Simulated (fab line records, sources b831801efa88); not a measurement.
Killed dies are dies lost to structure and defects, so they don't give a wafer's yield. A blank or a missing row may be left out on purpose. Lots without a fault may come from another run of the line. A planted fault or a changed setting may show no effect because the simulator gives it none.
Which tool did it? | flow sky130 | 10 lots, 29 wafers sampled, at 4 steps of a route of 708

WHAT THE GAUGES READ, wafer by wafer
SKY_VIA3_RS_MEAS_22: measures by four-point-probe.
lot  | measured     | on            | VIA3_W_RS (ohm/sq)
L102 | day 39 18:07 | film_metro-04 | 0.297 0.280 0.297
L105 | day 40 14:57 | film_metro-01 | 0.296 0.288 0.281
L106 | day 40 23:25 | film_metro-03 | 0.297 0.295 0.297
L107 | day 41 11:02 | film_metro-04 | 0.292 0.297 0.298
L108 | day 42 08:32 | film_metro-03 | 0.293 0.291 0.293
L111 | day 42 17:53 | film_metro-04 | 0.293 0.298 0.294
L112 | day 42 21:16 | film_metro-04 | 0.297 0.295 0.297
L113 | day 43 01:42 | film_metro-01 | 0.294 0.293 0.291
L118 | day 44 09:29 | film_metro-03 | 0.257 0.296 0.258 0.295
L125 | day 46 02:23 | film_metro-04 | 0.279 0.295 0.291

WHICH TOOL RAN EACH LOT (tool, then ch and the chambers of the sampled wafers, then the start)
lot  | SKY_CONTACT_CVD_24            | SKY_METAL1_METAL_ETCH_19          | SKY_VIA3_CVD_21
L102 | cvd_w-01 ch 0,1, day 31 16:56 | rie_metal-02 ch 0,1, day 32 20:52 | cvd_w-01 ch 0,1, day 39 17:58
L105 | cvd_w-01 ch 0,1, day 32 15:20 | rie_metal-04 ch 0,1, day 33 18:38 | cvd_w-01 ch 0,1, day 40 14:50
L106 | cvd_w-02 ch 0,1, day 32 23:08 | rie_metal-04 ch 0,1, day 34 02:57 | cvd_w-02 ch 1, day 40 23:16
L107 | cvd_w-02 ch 0,1, day 33 13:37 | rie_metal-03 ch 0,1, day 34 16:34 | cvd_w-02 ch 0,1, day 41 10:54
L108 | cvd_w-02 ch 0,1, day 34 13:18 | rie_metal-04 ch 0,1, day 35 16:58 | cvd_w-02 ch 0,1, day 42 08:25
L111 | cvd_w-01 ch 0,1, day 35 01:32 | rie_metal-04 ch 0,1, day 36 04:46 | cvd_w-02 ch 0,1, day 42 17:46
L112 | cvd_w-02 ch 0, day 35 03:30   | rie_metal-02 ch 0,1, day 36 06:56 | cvd_w-02 ch 0,1, day 42 21:08
L113 | cvd_w-01 ch 0,1, day 35 07:49 | rie_metal-04 ch 0,1, day 36 10:55 | cvd_w-02 ch 0,1, day 43 01:34
L118 | cvd_w-01 ch 0,1, day 36 20:29 | rie_metal-02 ch 1, day 37 23:35   | cvd_w-02 ch 0, day 44 09:20
L125 | cvd_w-02 ch 0,1, day 38 20:19 | rie_metal-03 ch 0,1, day 39 22:28 | cvd_w-01 ch 0,1, day 46 02:16
- SKY_CONTACT_CVD_24: deposits W, target thk 340 nm, time 102.12 s.
- SKY_METAL1_METAL_ETCH_19: etches the open film in Cl2/BCl3, stops on SiO2, target depth 360 nm, time 78 s.
- SKY_VIA3_CVD_21: deposits W, target thk 390 nm, time 117.31 s.

THE ANSWER, worked out from the rows above alone
Rule: what is usual is taken from the lots themselves. Put in order of their means at a reading, lots are off if they are a third of the lots or fewer, leave a main group of 4 or more, and stand apart from it by a gap of 3 or more times the standard deviation of the main group's means; of several such gaps the widest counts. A main group whose means are all the same, to the digits that the tables above print for the reading, isn't used. A lot without any number at a reading at which 4 lots or more have one is off too. The other lots that the step has rows for count as sound.
Off: L118, at SKY_VIA3_RS_MEAS_22 (VIA3_W_RS). The main group: mean 0.293 ohm/sq, standard deviation 0.003.
A tool fits if, at a process step before that reading, it ran every lot that is off, and no sound lot after the first of them. The gauges at SKY_VIA3_RS_MEAS_22 are tried like those tools. Can't be told from this: 4 tools fit, cvd_w-01 at SKY_CONTACT_CVD_24, rie_metal-02 at SKY_METAL1_METAL_ETCH_19, cvd_w-02 at SKY_VIA3_CVD_21, film_metro-03 at SKY_VIA3_RS_MEAS_22.

WHAT THE SIMULATOR HAD PUT IN
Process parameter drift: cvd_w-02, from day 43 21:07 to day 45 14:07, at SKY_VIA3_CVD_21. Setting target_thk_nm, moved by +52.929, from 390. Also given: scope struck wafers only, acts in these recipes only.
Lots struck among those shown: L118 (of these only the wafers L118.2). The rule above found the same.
